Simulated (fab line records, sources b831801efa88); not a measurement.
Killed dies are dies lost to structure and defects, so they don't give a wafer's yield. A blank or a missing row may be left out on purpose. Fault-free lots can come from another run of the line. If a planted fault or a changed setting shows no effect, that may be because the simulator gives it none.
8D (eight disciplines) problem report, filled in by code + flow gf180mcu + the parts of the form that need people (team, actions taken, sign-off) are left out

== 1. WHAT WENT WRONG ==
Mean HV_LDD_2_TW at GF_HV_LDD_TW_MEAS_23: 983 over 6 wafers in 2 lots; fault-free wafers: 1057, standard deviation 6.3. Relative to the usual mean, that is a shift of -12 standard deviations.
The first sign was on wafer L270.1 at day 13 22:39, on film-metro-04. The record has a number at this step for 36 wafers belonging to 12 lots. Rule for "out" (also "out of limits"): further than 4 standard deviations from the usual mean. All remaining wafers that have a number are taken as sound.

== 2. WHAT IT IS, WHAT IT ISN'T ==
| question                    | is                           | is not                                                                                                              |
|-----------------------------|------------------------------|---------------------------------------------------------------------------------------------------------------------|
| which readings at this step | HV_LDD_2_TW                  | -                                                                                                                   |
| which lots                  | L270, L271                   | L261, L272, L273, L274, L275, L278, L279, L280, L281, L282                                                          |
| which wafers of those lots  | all that have a number       | -                                                                                                                   |
| read on which gauges        | film-metro-02, film-metro-04 | film-metro-01                                                                                                       |
| when                        | from day 13 22:39            | up to then (3 sound wafers); but 27 sound wafers of L272, L273, L274, L275, L278, L279, L280, L281, L282 came after |

== 3. SUSPECTS, AND WHAT RULES EACH OUT ==
Counting: a tool stays on the suspect list if, at a process step up to the reading, it processed all lots that are out and no sound lot following the first of them.
- ruled out: the gauge at GF_HV_LDD_TW_MEAS_23. 2 gauges (film-metro-02, film-metro-04) read the wafers that are out.
- implanter-04 at GF_HV_LDD_IMPLANT_21: ruled out as a lasting fault. Sound lots L278, L279, L280, L282 ran on it after its first lot that is out, L270 (day 13 22:24).
Left after counting: nothing in the record.

== 4. THE CAUSE (what the simulator had put in) ==
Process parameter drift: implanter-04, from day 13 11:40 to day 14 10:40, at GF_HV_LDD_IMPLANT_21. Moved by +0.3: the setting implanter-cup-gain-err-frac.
It was ruled out by counting, in error; the rule expects a fault to strike all lots run on its tool from its start on, and this fault did not.

== 5. THE EFFECT CHAIN, in route order ==
Each row: a reading where the mean over the struck wafers with a number is more than 3 standard deviations away from the usual. Readings are gone through only where the record gives a usual standard deviation; hours: the median, over the lots, of the time from a lot's start at the first step in this table giving one to that lot's start at this step; sigmas: the change measured in usual standard deviations.
| hours | step                 | reading            | usual   | on struck wafers | change | sigmas |
|-------|----------------------|--------------------|---------|------------------|--------|--------|
| 0     | GF_HV_LDD_IMPLANT_21 | beam-on-s          | 10.01 s | 7.75             | -2.26  | -11    |
| 0     | GF_HV_LDD_IMPLANT_21 | faraday-current-uA | 281     | 364              | +83    | +15    |
| 0     | GF_HV_LDD_TW_MEAS_23 | HV_LDD_2_TW        | 1057    | 983              | -74    | -12    |
Here are the process steps it includes:
- GF_HV_LDD_IMPLANT_21
Later steps that measure or inspect, where all struck wafers having a row at the step show a number for every such reading and not one has moved that far: GF_HV_LDD_OVL_MEAS_32.

== 6. HOW IT WOULD HAVE BEEN CAUGHT EARLIER ==
11 hours passed between the start of the fault at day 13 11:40 and the first reading out of limits at a measuring or inspecting step in this record, taken at day 13 22:39.
The tool's own readings at GF_HV_LDD_IMPLANT_21 were out on every struck wafer that the step has a row for (beam-on-s, faraday-current-uA): an alarm limit on them would have fired on the first of those.
